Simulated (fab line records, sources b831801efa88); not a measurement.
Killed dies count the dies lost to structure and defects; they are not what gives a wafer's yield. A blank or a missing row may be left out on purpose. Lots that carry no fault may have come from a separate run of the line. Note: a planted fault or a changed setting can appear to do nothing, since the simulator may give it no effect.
Which of the tools did it?	flow sky130	18 wafers from 6 lots sampled at 3 of the route's 708 steps

== WHAT EACH GAUGE READ, for each wafer ==
SKY_SONOS_ONO_THK_MEAS_05.
lot	measured	on	SONOS_ONO_CVD_04_THK (nm)
L745	day 12 11:28	film metro-01	5.74 5.58 5.57
L749	day 13 23:19	film metro-04	5.62 5.76 5.77
L751	day 14 16:30	film metro-01	6.32 6.28 6.33
L753	day 15 08:36	film metro-02	6.26 6.37 6.32
L762	day 18 05:35	film metro-01	5.70 5.69 5.67
L765	day 19 01:41	film metro-01	5.68 5.51 5.56

== WHAT TOOL EACH LOT RAN ON (gives the tool, then ch and the chambers of the sampled wafers, and finally the start) ==
lot	SKY_DNWELL_STRIP_08	SKY_SONOS_ONO_CVD_04
L745	plasma asher-02 ch 0,1, day 3 19:03	lpcvd-03 ch 0, day 12 10:13
L749	plasma asher-04 ch 0,1, day 4 19:40	lpcvd-03 ch 0, day 13 22:04
L751	plasma asher-01 ch 0,1, day 5 04:30	lpcvd-03 ch 0, day 14 15:13
L753	plasma asher-04 ch 0,1, day 5 18:58	lpcvd-03 ch 0, day 15 06:43
L762	plasma asher-01 ch 0,1, day 7 19:39	lpcvd-03 ch 1, day 18 04:20
L765	plasma asher-02 ch 0,1, day 8 07:57	lpcvd-03 ch 0, day 19 00:26
- SKY_DNWELL_STRIP_08: strips in O2/N2.
- SKY_SONOS_ONO_CVD_04: deposits SiO2 from SiH4/N2O, target thk 5.7199 nm.

== THE ANSWER, worked out from the rows above alone ==
Rule: the lots themselves supply what counts as usual. The widest of any qualifying gaps counts: lots, ordered by their means at a reading, are off when they make up no more than a third of the lots, leave a main group of 4 or more, and stand apart from it by 3 or more times the standard deviation of that group's means. The tables above print the reading to a certain number of digits; a main group whose means all agree to those digits is not used. A lot without any number at a reading at which 4 lots or more have one is off too. The other lots that the step has rows for count as sound.
Off: L751, L753, seen at SKY_SONOS_ONO_THK_MEAS_05 (SONOS_ONO_CVD_04_THK). The main group has a mean of 5.65 nm with a standard deviation of 0.051.
A tool fits if, at a process step before that reading, it ran every lot that is off, and no sound lot after the first of them. Those tools and the gauges at SKY_SONOS_ONO_THK_MEAS_05 are tried in the same way. Of those tried, none fits.

== WHAT THE SIMULATOR HAD PUT IN ==
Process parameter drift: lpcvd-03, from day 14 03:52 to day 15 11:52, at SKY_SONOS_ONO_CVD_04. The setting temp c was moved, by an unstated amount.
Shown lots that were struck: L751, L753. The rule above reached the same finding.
